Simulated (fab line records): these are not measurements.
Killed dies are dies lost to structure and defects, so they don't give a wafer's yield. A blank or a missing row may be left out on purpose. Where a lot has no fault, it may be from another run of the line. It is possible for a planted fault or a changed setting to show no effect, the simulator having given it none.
One fault through the eyes of 2 desks || flow gf180mcu || what lay behind the numbers comes last; until then each desk has only its own

## FOR THE TOOL OWNER'S DESK: wet-bench-02
The tool's own readings at GF_STI_WET_ETCH_26 (etches SiO2 in dHF, target depth 94 nm, time 188 s): means of the sampled wafers that have a number, for each lot that ran on this tool. Any lot whose mean is over 4 standard deviations away from the usual mean is out of limits and marked OUT; that distance is given in the brackets.
Columns: A = bath-heat-duty-pct at GF_STI_WET_ETCH_26, usual 6.4 %; B = temp-c at GF_STI_WET_ETCH_26, usual 24.99 C
{"lot": "L836", "first seen here": "day 2 04:02", "A": 6.7, "B": 24.81}
{"lot": "L848", "first seen here": "day 4 18:46", "A": "11.3 (+5.7) OUT", "B": "31.48 (+59) OUT"}
{"lot": "L850", "first seen here": "day 5 03:53", "A": 7.7, "B": 24.98}
Finding of this desk: L848 out of limits; the first was L848 at day 4 18:46, on bath-heat-duty-pct at GF_STI_WET_ETCH_26. Within limits: L836, L850.

## FROM THE METROLOGY DESK
What the gauges read for every lot (on any tool): the sampled wafers with a number, averaged. Any lot whose mean is over 4 standard deviations away from the usual mean is out of limits and marked OUT; that distance is given in the brackets.
Columns: A = STI_CVD_23_THK at GF_STI_THK_MEAS_24, usual 657 nm; B = VT_IMPLANT_TW at GF_VT_IMPLANT_TW_MEAS_10, usual 574
{"lot": "L836", "first seen here": "day 2 03:40", "A": 663, "B": 575}
{"lot": "L838", "first seen here": "day 2 14:44", "A": 654, "B": 577}
{"lot": "L839", "first seen here": "day 2 21:28", "A": 660, "B": 572}
{"lot": "L841", "first seen here": "day 3 06:38", "A": 656, "B": 576}
{"lot": "L848", "first seen here": "day 4 18:25", "A": 655, "B": 576}
{"lot": "L849", "first seen here": "day 4 23:35", "A": 659, "B": 577}
{"lot": "L850", "first seen here": "day 5 03:32", "A": 659, "B": 575}
{"lot": "L852", "first seen here": "day 5 13:47", "A": 653, "B": 572}
{"lot": "L853", "first seen here": "day 5 19:28", "A": 665, "B": 576}
{"lot": "L854", "first seen here": "day 5 23:50", "A": 652, "B": 576}
{"lot": "L857", "first seen here": "day 6 16:49", "A": 652, "B": 577}
{"lot": "L858", "first seen here": "day 6 22:14", "A": 647, "B": 571}
{"lot": "L859", "first seen here": "day 7 01:32", "A": 650, "B": 572}
This desk's finding: nothing out of limits on any of the 13 lots.

## TAKEN TOGETHER
At day 4 18:46, on L848, the tool owner's desk was in a position to raise an alarm.
From the metrology desk's view, nothing was out of limits.
The metrology desk has L848 on record, within its limits.
Of the lots named, all ran GF_STI_WET_ETCH_26 on wet-bench-02.

## WHAT WAS PUT IN BY THE SIMULATOR
wet-bench-02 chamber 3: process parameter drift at GF_STI_WET_ETCH_26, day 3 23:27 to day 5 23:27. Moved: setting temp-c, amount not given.
Struck lots among those shown: L848.
Each desk's first reading out of limits, in hours after the fault started: the tool owner's desk, 19.
